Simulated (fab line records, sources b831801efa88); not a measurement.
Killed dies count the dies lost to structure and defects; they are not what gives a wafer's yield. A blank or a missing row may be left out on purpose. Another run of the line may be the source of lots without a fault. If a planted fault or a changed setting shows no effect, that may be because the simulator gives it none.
2 desks looking at one fault | flow gf180mcu | only its own numbers are on each desk; what lay behind them is given at the end

## FROM THE METROLOGY DESK
What the gauges read, lot by lot, whatever tool the lot ran on: means of the sampled wafers that have a number. Marked OUT: a lot whose mean sits more than 4 standard deviations from the usual mean, which makes it out of limits; the brackets give that distance.
Columns: A = cd-nm at GF_M2_CD_MEAS_14, usual 280.1 nm; B = M2_OVL at GF_M2_OVL_MEAS_15, usual -2 nm
lot  | first seen here | A               | B
L874 | day 18 21:58    | 278.8           | -5
L875 | day 19 04:11    | 283.2           | -8
L877 | day 19 23:45    | 281.3           | 2
L878 | day 20 21:01    | 279.2           | -4
L879 | day 20 21:44    | 278.2           | 3
L880 | day 21 08:10    | 280.9           | -1
L881 | day 21 21:31    | 279.5           | -3
L882 | day 22 19:37    | 280.9           | 1
L883 | day 23 04:31    | 278.3           | -8
L884 | day 23 07:38    | 279.7           | -0
L885 | day 23 21:58    | 280.6           | -5
L886 | day 24 01:46    | 279.9           | -2
L887 | day 24 08:37    | 375.0 (+79) OUT | -6
L888 | day 24 20:43    | 359.9 (+66) OUT | -4
This desk's verdict: out of limits on L887, L888, starting with L887 at day 24 08:37 (cd-nm at GF_M2_CD_MEAS_14). Within limits: L874, L875, L877, L878, L879, L880, L881, L882, L883, L884, L885, L886.

## AT THE TOOL OWNER'S DESK: litho-track-01
The tool's own readings at GF_M2_PEB_12 (peb time 90 s): means of the sampled wafers that have a number, for each lot that ran on this tool. Marked OUT: a lot whose mean sits more than 4 standard deviations from the usual mean, which makes it out of limits; the brackets give that distance.
Columns: A = heater-power-total-W at GF_M2_PEB_12, usual 85.70 W; B = plate-temp-C at GF_M2_PEB_12, usual 135.01 C
lot  | first seen here | A                       | B
L879 | day 20 21:25    | 85.66                   | 134.98
L881 | day 21 21:10    | 85.73                   | 134.91
L882 | day 22 19:17    | 85.62                   | 135.00
L884 | day 23 07:19    | 85.71                   | 135.03
L885 | day 23 21:38    | 85.76                   | 134.97
L886 | day 24 01:25    | 85.77                   | 135.09
L887 | day 24 08:17    | 72.44 (-99 or more) OUT | 119.02 (-99 or more) OUT
L888 | day 24 20:23    | 72.54 (-99 or more) OUT | 118.96 (-99 or more) OUT
This desk's verdict: out of limits on L887, L888, starting with L887 at day 24 08:17 (heater-power-total-W at GF_M2_PEB_12). Within limits: L879, L881, L882, L884, L885, L886.

## ALL TOGETHER
At day 24 08:17, on L887, L888, the tool owner's desk was in a position to raise an alarm.
Metrology desk: alarm possible at day 24 08:37 on L887, L888.
Of the lots named, all ran GF_M2_PEB_12 on litho-track-01.

## WHAT WAS PUT IN BY THE SIMULATOR
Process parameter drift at GF_M2_PEB_12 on litho-track-01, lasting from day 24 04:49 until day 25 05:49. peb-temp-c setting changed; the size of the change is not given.
Struck lots among those shown: L887, L888.
Delay (hours) between the fault's onset and each desk's first out-of-limits reading: 3 at the tool owner's desk, 4 at the metrology desk.
